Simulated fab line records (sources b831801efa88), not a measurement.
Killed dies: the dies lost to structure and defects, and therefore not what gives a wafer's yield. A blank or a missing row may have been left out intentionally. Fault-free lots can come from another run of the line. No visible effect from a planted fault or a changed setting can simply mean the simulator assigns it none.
A struck lot beside a sound one || flow sky130 || 16 out of 708 route steps
Sound: the wafers L899.2, L899.3, L899.5. Wafers struck: L900.1, L900.2, L900.3. The cause is named last.
Per side, at each step with rows, come the tool, then ch with its chambers, and then its first start. Under that, the readings that differ: sound wafers || struck wafers || difference of the means || sigmas: that difference in standard deviations of wafers without a fault.
alike: readings whose means differ by less than 2 such deviations, and words and numbers that are the same on both sides. not compared: withheld readings, readings that some wafer has no value for, bounds like >300 that may hide the same value, and numbers for which the record gives no deviation and whose values overlap.
Wherever a step has rows on one side only, a row that says differs or no value, or a row with sigmas, the two part there. When numbers do not overlap yet have no deviation, they are printed without sigmas and do not part them. A reading missing from all wafers of one side parts the sides only when that side holds two or more wafers.

SKY_POLY_GATE_ETCH_15: etches BARC in N2/H2, stops on SiO2, time 118.5 s, target depth 110 nm.
  sound on rie_diel-02 ch 2,3, day 19 20:14; struck on rie_diel-04 ch 1,2,3, day 20 05:41
  alike: drypump_motor_current_A, oes_product_au, throttle_valve_pct
  not compared: rf_hours_counter_h
SKY_POLY_GATE_ETCH_16: etches Si3N4 in CH3F/O2, stops on poly-Si, time 147.5 s, target depth 75 nm.
  sound on rie_diel-02 ch 2,3, day 19 20:19; struck on rie_diel-04 ch 1,2,3, day 20 05:46
{"reading": "oes_product_au (a.u.)", "sound": "0.632 0.629 0.640", "struck": "0.650 0.647 0.650", "difference": "+0.015", "sigmas": "+3"}
  alike: drypump_motor_current_A, throttle_valve_pct
  not compared: rf_hours_counter_h
SKY_POLY_GATE_ETCH_17: etches poly-Si in HBr/Cl2, stops on SiO2, target depth 180 nm, time 70.5 s.
  sound on rie_si-02 ch 0,1,3, day 19 20:25; struck on rie_si-01 ch 0,2,3, day 20 05:52
  alike: drypump_motor_current_A, oes_product_au, throttle_valve_pct
  not compared: rf_hours_counter_h
SKY_POLY_GATE_STRIP_18: strips in O2/N2.
  sound on plasma_asher-01 ch 0,1, day 19 20:29; struck on plasma_asher-04 ch 0,1, day 20 05:55
  alike: drypump_motor_current_A, oes_product_au, strip_time_to_endpoint_s
  not compared: rf_hours_counter_h
then, 2 steps without rows for these wafers: SKY_POLY_GATE_CLEAN_19 (cleans in SC1/SC2, time 150 s); SKY_POLY_GATE_OXIDATION_20 (stabilise 600 s, purge 300 s, target thk 4 nm).
SKY_POLY_GATE_THK_MEAS_21:
  struck on film_metro-04, day 20 12:25; sound on film_metro-04, day 20 00:07
  alike: POLY_GATE_OXIDATION_THK
SKY_POLY_GATE_CD_MEAS_22:
  struck on cd_sem-02, day 20 12:29; sound on cd_sem-02, day 20 00:13
  alike: cd_nm
then, 4 steps without rows for these wafers: SKY_LDD_N_DEHYDRATE_00 (time 60 s); SKY_LDD_N_HMDS_01 (prime time 60 s); SKY_LDD_N_COAT_02 (resist thk 300 nm); SKY_LDD_N_SOFTBAKE_03 (time 60 s).
SKY_LDD_N_EXPOSE_04: exposes mask NTM, target cd 840 nm.
  sound on iline_stepper-02 ch 0, day 20 15:32; struck on iline_stepper-01 ch 0, day 21 03:56
{"reading": "mask", "sound": "NTM#0 NTM#0 NTM#0", "struck": "NTM_R1#0 NTM_R1#0 NTM_R1#0", "difference": "differs", "sigmas": ""}
  alike: reticle_temp_C
following that, these wafers have no rows for 1 step: SKY_LDD_N_PEB_05.
SKY_LDD_N_DEVELOP_06: develop time 60 s.
  sound on litho_track-02 ch 0, day 21 05:58; struck on litho_track-02 ch 0, day 21 18:14
{"reading": "model.LDD_N.cd_nm (nm)", "sound": "834.2 834.8 834.6", "struck": "739.4 738.7 736.4", "difference": -96.4, "sigmas": ""}
  alike: exhaust_pa, resist_line_temp_C
SKY_LDD_N_OVL_MEAS_07:
  struck on overlay-02, day 21 18:23; sound on overlay-01, day 21 06:06
  alike: LDD_N_OVL

## WHERE THEY PART
First at SKY_POLY_GATE_ETCH_16; last, within this record, at SKY_LDD_N_EXPOSE_04. Later steps at which nothing parts them and some readings are alike: SKY_LDD_N_DEVELOP_06, SKY_LDD_N_OVL_MEAS_07.

WHY: the cause the simulator had injected
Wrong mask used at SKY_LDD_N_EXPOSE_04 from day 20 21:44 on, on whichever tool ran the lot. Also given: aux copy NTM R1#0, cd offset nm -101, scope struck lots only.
